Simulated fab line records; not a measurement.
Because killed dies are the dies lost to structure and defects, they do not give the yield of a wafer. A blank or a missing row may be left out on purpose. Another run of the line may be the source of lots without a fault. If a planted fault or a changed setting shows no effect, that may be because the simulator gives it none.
fab line records | flow sky130
[record] lots = 6 wafers = 18 lastDay = 50
route steps=708 shown VT_ADJUST_NCORE@123 VT_ADJUST_HVTR@131 PAD_OPEN@708
lots that met no fault: from a run of the same line without faults
startH: hours from the record's opening day to when the first of the lot's shown wafers began | waitH: hours from the lot's prior step to this one | " identical to the entry in the row above | L1.1+2: a row that stands for several wafers | - no value, or no start was given | * or withheld: withheld | < > ~ a bound
route shown NAME@n: a module of which the file shows steps, and the number in the route of the first | usual: mean/standard deviation taken from wafers without a fault | same: alike in all rows | chamber/n: place in a boat | sites: per-site readings | _std_site: standard deviation across them | _edge_site: the outer-site mean with the inner-site mean subtracted | radiusMm: how far each site lies from the wafer's centre | mask NAME#n: copy n | behind: the tool/chamber that last shaped the wafer | hold: why the lot went on hold/how many hours it stayed there/how the hold came to an end | device: transistor that didn't switch, given as n, p or np | end of line: the route-end tests of the same wafers | where a step has no rows: the recipe by itself | killed: count of dies lost to structure and defects at first sort (not the wafer's yield) | map: a wafer's dies, x killed, . not, _ none there
set.NAME: the setting as run; set.NAME@STEP: as run at that earlier step | model.NAME: the simulator's own value behind a step, which no gauge read
lots at some steps of the route; a table a step, a row a wafer
services: a tool's chamber out of use, with start hour (startH, from the record's first day; less than 0 if before it), hours out, and reason
[[steps]]
[step SKY_VT_ADJUST_NCORE_EXPOSE_04]
[recipe] maskId = LVTN_COMPLEMENT_THIN na = 0.6 sourceShape = conventional sigmaOuter = 0.6 polarization = unpolarized targetCdNm = 380 doseMj = 139
[step SKY_VT_ADJUST_NCORE_PEB_05]
[recipe] tempC = withheld timeS = * resist = NOVOLAK
[step SKY_VT_ADJUST_NCORE_DEVELOP_06]
[recipe] resist = NOVOLAK developer = TMAH developTimeS = 60 devTempC = 23
[step SKY_VT_ADJUST_NCORE_CD_MEAS_07]
[recipe] targetCdNm = 380
[usual] cdNm = 380.1/2.6
// columns lot.wafer tool chamber startH waitH cdNm
L407.2 cdSem-02 - 184.85 0.1 376.3
L407.4 " - " " 377.4
L407.6 " - " " 378.1
L414.2 cdSem-02 - 231.85 0.1 379.0
L414.4 " - " " 378.7
L414.6 " - " " 380.4
L415.1 cdSem-02 - 240.20 0.1 382.2
L415.2 " - " " 382.6
L415.3 " - " " 378.5
L417.2 cdSem-01 - 251.52 0.1 379.1
L417.4 " - " " 379.0
L417.6 " - " " 378.0
L426.1 cdSem-01 - 319.00 0.1 380.9
L426.2 " - " " 380.3
L426.5 " - " " 382.6
L429.2 cdSem-02 - 353.87 0.1 383.3
L429.3 " - " " 382.2
L429.4 " - " " 383.5
[step SKY_VT_ADJUST_NCORE_OVL_MEAS_08]
[usual] VT_ADJUST_NCORE_OVL = -0.3/1.6
// columns lot.wafer tool chamber startH waitH VT_ADJUST_NCORE_OVL[nm]
L407.2 overlay-01 - 184.96 0.1 -3.8
L407.4 " - " " -1.2
L407.6 " - " " -0.7
L414.2 overlay-02 - 231.96 0.1 -1.9
L414.4 " - " " -1.5
L414.6 " - " " 0.0
L415.1 overlay-02 - 240.32 0.1 -0.6
L415.2 " - " " -0.3
L415.3 " - " " -0.7
L417.2 overlay-01 - 251.63 0.1 0.2
L417.4 " - " " 0.6
L417.6 " - " " 0.7
L426.1 overlay-01 - 319.12 0.1 1.8
L426.2 " - " " -2.7
L426.5 " - " " -0.4
L429.2 overlay-02 - 353.98 0.1 -3.1
L429.3 " - " " -0.9
L429.4 " - " " -2.3
[step SKY_VT_ADJUST_NCORE_IMPLANT_09]
[recipe] species = B energyKev = 10 doseCm2 = 2.4e+12 tiltDeg = withheld
[step SKY_VT_ADJUST_NCORE_STRIP_10]
[recipe] chemistry = O2/N2 powerW = 1400 pressureMtorr = 1500 platenTempC = withheld o2FlowSccm = 3000 n2FlowSccm = 300 overashFraction = 0.5
[usual] drypumpMotorCurrentA = 5.96/0.3 n2FlowSccm = 299.9/1 o2FlowSccm = 2999/8.8 oesProductAu = 0.716/0.0044 stripTimeToEndpointS = 14.19/0.043
// columns lot.wafer tool chamber startH waitH drypumpMotorCurrentA n2FlowSccm o2FlowSccm oesProductAu rfHoursCounterH stripTimeToEndpointS
L407.2 plasmaAsher-03 1 185.14 0.1 6.20 300.9 2995 0.713 6 14.27
L407.4 " 1 " " 6.20 300.3 3003 0.716 - 14.28
L407.6 " 0 " " 5.70 299.4 3022 0.716 - 14.25
L414.2 plasmaAsher-01 0 232.14 0.1 5.80 299.2 2998 0.720 55 14.24
L414.4 " 0 " " 5.79 300.5 3010 0.715 - 14.21
L414.6 " 1 " " 5.45 300.4 3009 0.711 - 14.22
L415.1 plasmaAsher-01 1 240.51 0.1 5.50 300.0 3000 0.718 56 14.21
L415.2 " 0 " " 5.76 298.2 2996 0.720 56 14.18
L415.3 " 1 " " 5.47 299.2 3017 0.717 - 14.22
L417.2 plasmaAsher-01 0 251.81 0.1 5.84 299.7 3000 0.707 57 14.12
L417.4 " 1 " " 5.47 299.8 3002 0.717 - 14.09
L417.6 " 1 " " 5.47 299.6 2989 0.716 - 14.11
L426.1 plasmaAsher-02 0 319.31 0.1 6.04 300.0 2998 0.712 52 14.22
L426.2 " 1 " " 6.35 300.1 3010 0.721 52 14.15
L426.5 " 1 " " 6.32 300.2 3020 0.718 - 14.19
L429.2 plasmaAsher-02 0 354.16 0.1 6.05 299.2 3010 0.727 56 14.12
L429.3 " 0 " " 6.05 300.2 3017 0.720 - 14.19
L429.4 " 1 " " 6.33 300.6 2999 0.718 - 14.18
[step SKY_VT_ADJUST_NCORE_TW_MEAS_11]
[usual] VT_ADJUST_NCORE_TW = 218.1/2.1
// columns lot.wafer tool chamber startH waitH VT_ADJUST_NCORE_TW
L407.2 filmMetro-01 - 185.25 0.1 217.4
L407.4 " - " " 217.1
L407.6 " - " " 217.1
L414.2 filmMetro-01 - 232.25 0.1 217.9
L414.4 " - " " 216.2
L414.6 " - " " 219.1
L415.1 filmMetro-02 - 240.61 0.1 218.6
L415.2 " - " " 218.2
L415.3 " - " " 217.5
L417.2 filmMetro-01 - 251.92 0.1 217.4
L417.4 " - " " 217.9
L417.6 " - " " 217.2
L426.1 filmMetro-02 - 319.41 0.1 214.7
L426.2 " - " " 215.6
L426.5 " - " " 214.3
L429.2 filmMetro-04 - 354.27 0.1 221.8
L429.3 " - " " 221.8
L429.4 " - " " 222.4
[step SKY_VT_ADJUST_HVTR_DEHYDRATE_00]
[recipe] tempC = 200 timeS = 60
[step SKY_VT_ADJUST_HVTR_HMDS_01]
[recipe] primeTimeS = 60 primeTempC = 120
[step SKY_VT_ADJUST_HVTR_COAT_02]
[recipe] resist = NOVOLAK spinRpm = 3000 resistThkNm = 1140
[step SKY_VT_ADJUST_HVTR_SOFTBAKE_03]
[recipe] tempC = 90 timeS = 60 resist = NOVOLAK
[step SKY_VT_ADJUST_HVTR_EXPOSE_04]
[recipe] maskId = HVTRM targetCdNm = 380 na = 0.6 sourceShape = conventional sigmaOuter = 0.6 doseMj = 150
[usual] reticleTempC = 23.03/0.11
// columns lot.wafer tool chamber startH waitH mask reticleTempC model.VT_ADJUST_HVTR.overlayXNm
L407.2 ilineStepper-02 0 196.10 - HVTRM#0 22.89 0.33
L407.4 " 0 " " HVTRM#0 23.04 0.33
L407.6 " 0 " " HVTRM#0 23.00 0.33
L414.2 ilineStepper-02 0 243.78 - HVTRM#0 23.06 1.056
L414.4 " 0 " " HVTRM#0 23.07 1.056
L414.6 " 0 " " HVTRM#0 23.13 1.056
L415.1 ilineStepper-02 0 252.43 - HVTRM#0 23.06 -107.1
L415.2 " 0 " " HVTRM#0 23.10 -107.1
L415.3 " 0 " " HVTRM#0 23.16 -107.1
L417.2 ilineStepper-02 0 264.43 - HVTRM#0 23.00 -107
L417.4 " 0 " " HVTRM#0 23.09 -107
L417.6 " 0 " " HVTRM#0 23.03 -107
L426.1 ilineStepper-01 0 332.51 - HVTRM#0 22.97 0.4104
L426.2 " 0 " " HVTRM#0 22.93 0.4104
L426.5 " 0 " " HVTRM#0 22.98 0.4104
L429.2 ilineStepper-01 0 368.27 - HVTRM#0 23.04 0.1053
L429.3 " 0 " " HVTRM#0 23.06 0.1053
L429.4 " 0 " " HVTRM#0 23.02 0.1053
[step SKY_VT_ADJUST_HVTR_PEB_05]
[recipe] tempC = withheld timeS = * resist = NOVOLAK
[step SKY_VT_ADJUST_HVTR_DEVELOP_06]
[recipe] developTimeS = 60 devTempC = 23
[step SKY_VT_ADJUST_HVTR_CD_MEAS_07]
[recipe] targetCdNm = 380
[usual] cdNm = 379.1/2.3
// columns lot.wafer tool chamber startH waitH cdNm
L407.2 cdSem-01 - 207.41 0.1 374.7
L407.4 " - " " 375.0
L407.6 " - " " 376.9
L414.2 cdSem-01 - 255.95 0.1 376.0
L414.4 " - " " 375.1
L414.6 " - " " 377.5
L415.1 cdSem-01 - 264.40 0.1 380.2
L415.2 " - " " 379.3
L415.3 " - " " 378.4
L417.2 cdSem-02 - 275.95 0.1 379.9
L417.4 " - " " 381.2
L417.6 " - " " 378.3
L426.1 cdSem-01 - 345.90 0.1 380.0
L426.2 " - " " 381.4
L426.5 " - " " 379.8
L429.2 cdSem-01 - 382.00 0.1 379.9
L429.3 " - " " 380.7
L429.4 " - " " 377.5
[step SKY_VT_ADJUST_HVTR_OVL_MEAS_08]
[usual] VT_ADJUST_HVTR_OVL = -0.8/1.4
// columns lot.wafer tool chamber startH waitH VT_ADJUST_HVTR_OVL[nm]
L407.2 overlay-02 - 207.52 0.1 -1.6
L407.4 " - " " -0.8
L407.6 " - " " -1.7
L414.2 overlay-01 - 256.06 0.1 -0.2
L414.4 " - " " -0.1
L414.6 " - " " 0.0
L415.1 overlay-02 - 264.52 0.1 -108.2
L415.2 " - " " -109.2
L415.3 " - " " -109.8
L417.2 overlay-01 - 276.06 0.1 -107.5
L417.4 " - " " -107.7
L417.6 " - " " -107.3
L426.1 overlay-01 - 346.02 0.1 -0.7
L426.2 " - " " -2.1
L426.5 " - " " -1.4
L429.2 overlay-01 - 382.11 0.1 -0.6
L429.3 " - " " 0.2
L429.4 " - " " -2.2
[step SKY_VT_ADJUST_HVTR_IMPLANT_09]
[recipe] species = B energyKev = 10 doseCm2 = 2.1e+12 tiltDeg = withheld
[step SKY_PAD_OPEN_PROBE_99]
// columns lot.wafer tool chamber startH waitH model.etest.pfet_01v8_mvt.driveUaUm model.etest.pfet_01v8_mvt.offLog10AUm model.etest.pfet_01v8_mvt.vtSatV model.etest.pfet_01v8_mvt.vtV
L407.2 prober-02 - 1078.57 0.1 152.1 -10.98 -0.5809 -0.6627
L407.4 prober-02 - 1078.67 0.2 153.7 -10.82 -0.5816 -0.6666
L407.6 prober-02 - 1078.77 0.2 152.8 -10.71 -0.5746 -0.6596
L414.2 prober-01 - 1128.82 0.1 153.1 -10.3 -0.543 -0.6319
L414.4 prober-01 - 1128.92 0.2 153.8 -10.2 -0.5355 -0.6274
L414.6 prober-01 - 1129.02 0.2 156.4 -10.16 -0.5244 -0.6196
L415.1 prober-02 - 1130.01 0.1 138.9 -11.93 -0.677 -0.7475
L415.2 prober-02 - 1130.06 0.1 144.3 -11.65 -0.6587 -0.7387
L415.3 prober-02 - 1130.11 0.2 141.8 -11.78 -0.669 -0.7437
L417.2 prober-02 - 1137.21 0.1 142.7 -11.68 -0.6617 -0.7378
L417.4 prober-02 - 1137.31 0.2 140.3 -11.74 -0.669 -0.7423
L426.1 prober-02 - 1185.24 0.1 146.7 -10.84 -0.58 -0.6642
L426.2 prober-02 - 1185.29 0.1 144.7 -10.89 -0.5875 -0.6698
L426.5 prober-02 - 1185.44 0.2 147.5 -10.9 -0.5854 -0.666
L429.2 prober-02 - 1204.08 0.1 148.2 -10.83 -0.5906 -0.6736
L429.3 prober-02 - 1204.13 0.2 149.1 -11.01 -0.5958 -0.675
L429.4 prober-02 - 1204.18 0.2 150.7 -10.73 -0.5759 -0.6641
// killed by level:class
L407.2 CONTACT:geometricParticle:open=12 VIA2:geometricParticle:open=11 VIA1:geometricParticle:open=10 LI_CONTACT:geometricParticle:open=8 FIELD_ISO:geometricParticle:short=6 METAL4:geometricParticle:short=5 METAL1:geometricParticle:short=5 CONTACT:geometricParticle:short=4
L407.4 CONTACT:geometricParticle:open=10 POLY_GATE:geometricParticle:open=6 LI_CONTACT:geometricParticle:open=6 POLY_GATE:geometricParticle:short=5 VIA3:geometricParticle:open=5 FIELD_ISO:geometricParticle:open=4 LOCAL_INTERCONNECT:geometricParticle:short=4 VIA1:geometricParticle:open=4
L407.6 VIA1:geometricParticle:open=10 VIA3:geometricParticle:open=9 FIELD_ISO:geometricParticle:short=8 LI_CONTACT:geometricParticle:open=6 FIELD_ISO:geometricParticle:open=5 POLY_GATE:geometricParticle:open=5 POLY_GATE:geometricParticle:short=5 CONTACT:geometricParticle:open=5
L414.2 CONTACT:geometricParticle:open=6 METAL2:geometricParticle:short=6 VIA2:geometricParticle:short=6 VIA3:geometricParticle:open=5 METAL1:geometricParticle:short=5 FIELD_ISO:geometricParticle:open=4 LI_CONTACT:geometricParticle:short=4 LOCAL_INTERCONNECT:geometricParticle:short=4
L414.4 LI_CONTACT:geometricParticle:open=7 VIA1:geometricParticle:open=7 VIA2:geometricParticle:open=7 POLY_GATE:geometricParticle:short=6 VIA3:geometricParticle:open=6 VIA2:geometricParticle:short=6 POLY_GATE:geometricParticle:open=5 METAL1:geometricParticle:short=5
L414.6 CONTACT:geometricParticle:open=11 VIA3:geometricParticle:open=9 VIA2:geometricParticle:open=7 VIA1:geometricParticle:open=6 LOCAL_INTERCONNECT:geometricParticle:short=4 METAL2:geometricParticle:short=4 FIELD_ISO:geometricParticle:open=3 VIA2:geometricParticle:short=3
L415.1 VIA1:geometricParticle:open=10 VIA2:geometricParticle:open=9 METAL1:geometricParticle:short=7 LI_CONTACT:geometricParticle:open=5 POLY_GATE:geometricParticle:short=4 CONTACT:geometricParticle:open=4 METAL2:geometricParticle:short=3 LI_CONTACT:geometricParticle:short=3
L415.2 CONTACT:geometricParticle:open=9 VIA2:geometricParticle:open=9 LI_CONTACT:geometricParticle:open=8 VIA3:geometricParticle:open=6 VIA1:geometricParticle:short=6 METAL2:geometricParticle:short=6 CONTACT:geometricParticle:short=5 LI_CONTACT:geometricParticle:short=4
L415.3 VIA1:geometricParticle:open=14 LI_CONTACT:geometricParticle:open=12 VIA2:geometricParticle:open=10 METAL1:geometricParticle:short=9 METAL4:geometricParticle:short=7 CONTACT:geometricParticle:open=6 FIELD_ISO:geometricParticle:open=4 POLY_GATE:geometricParticle:open=4
L426.1 VIA1:geometricParticle:open=11 LI_CONTACT:geometricParticle:open=9 VIA1:geometricParticle:short=9 POLY_GATE:geometricParticle:short=7 CONTACT:geometricParticle:open=7 METAL1:geometricParticle:short=7 METAL2:geometricParticle:short=6 POLY_GATE:geometricParticle:open=6
L426.2 CONTACT:geometricParticle:open=14 VIA1:geometricParticle:open=10 METAL1:geometricParticle:short=7 VIA2:geometricParticle:open=7 VIA1:geometricParticle:short=5 CONTACT:geometricParticle:short=4 POLY_GATE:geometricParticle:short=3 LI_CONTACT:geometricParticle:open=3
L426.5 CONTACT:geometricParticle:open=14 VIA1:geometricParticle:open=12 LI_CONTACT:geometricParticle:open=10 LOCAL_INTERCONNECT:geometricParticle:short=8 CONTACT:geometricParticle:short=8 VIA2:geometricParticle:open=6 POLY_GATE:geometricParticle:short=5 VIA1:geometricParticle:short=5
L429.2 CONTACT:geometricParticle:open=8 LI_CONTACT:geometricParticle:open=7 CONTACT:geometricParticle:short=7 VIA1:geometricParticle:open=7 VIA2:geometricParticle:open=7 VIA3:geometricParticle:open=7 POLY_GATE:geometricParticle:short=5 VIA3:geometricParticle:short=5
L429.3 VIA1:geometricParticle:short=9 CONTACT:geometricParticle:short=7 CONTACT:geometricParticle:open=7 LOCAL_INTERCONNECT:geometricParticle:short=6 VIA1:geometricParticle:open=6 VIA2:geometricParticle:open=6 FIELD_ISO:geometricParticle:open=5 LI_CONTACT:geometricParticle:open=5
L429.4 LI_CONTACT:geometricParticle:open=14 VIA2:geometricParticle:short=9 VIA1:geometricParticle:open=8 FIELD_ISO:geometricParticle:open=7 CONTACT:geometricParticle:open=6 CONTACT:geometricParticle:short=5 VIA3:geometricParticle:open=5 METAL2:geometricParticle:short=4
[[services]]
// columns tool chamber startH hours kind
ilineStepper-02 - 188.99 1.7 pm
ilineStepper-01 0 190.62 - calibration
ilineStepper-02 - 211.91 4.4 pm
ilineStepper-02 - 220.33 14.3 repair
plasmaAsher-03 - 229.38 14.1 repair
ilineStepper-01 - 241.71 12.3 repair
ilineStepper-01 - 301.31 1.7 pm
ilineStepper-02 0 323.15 - calibration
[[key]]
[firstSign] step = SKY_VT_ADJUST_HVTR_OVL_MEAS_08 reading = VT_ADJUST_HVTR_OVL direction = down sigmas = 76 usual = -0.8 struck = -108.3
effect none on later readings
[modelEffect] step = SKY_VT_ADJUST_HVTR_EXPOSE_04 value = VT_ADJUST_HVTR.overlayXNm without = 0.009667 struck = -107.1
[modelEffect] step = SKY_PAD_OPEN_PROBE_99 value = etest.pfet_01v8_mvt.driveUaUm without = 148.2 struck = 141.6
metAt SKY_VT_ADJUST_HVTR_EXPOSE_04
struckWafers L415.1,L415.2,L415.3,L417.2,L417.4,L417.6
sortLeftOut L417.2,L417.4,L417.6
testerLeftOut L415,L417
onsetBetween 243.78 252.43
alsoFits SKY_VT_ADJUST_NCORE_STRIP_10:plasmaAsher-01
[fault] kind = scannerMatchingOverlay tool = ilineStepper-02 chamber = - onsetH = 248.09 steps = SKY_VT_ADJUST_HVTR_EXPOSE_04 offset = -107.07
// testerLeftOut: of these lots the tester's yield and bins aren't shown, on N5 and GAA mostly nor the transistor test; their killed dies are dies lost to structure and defects alone, not to doping, threshold or leakage, so they don't give the yield
// sortLeftOut: the simulated sort isn't trusted on such a fault, so these wafers' sort isn't shown, and their yield isn't known
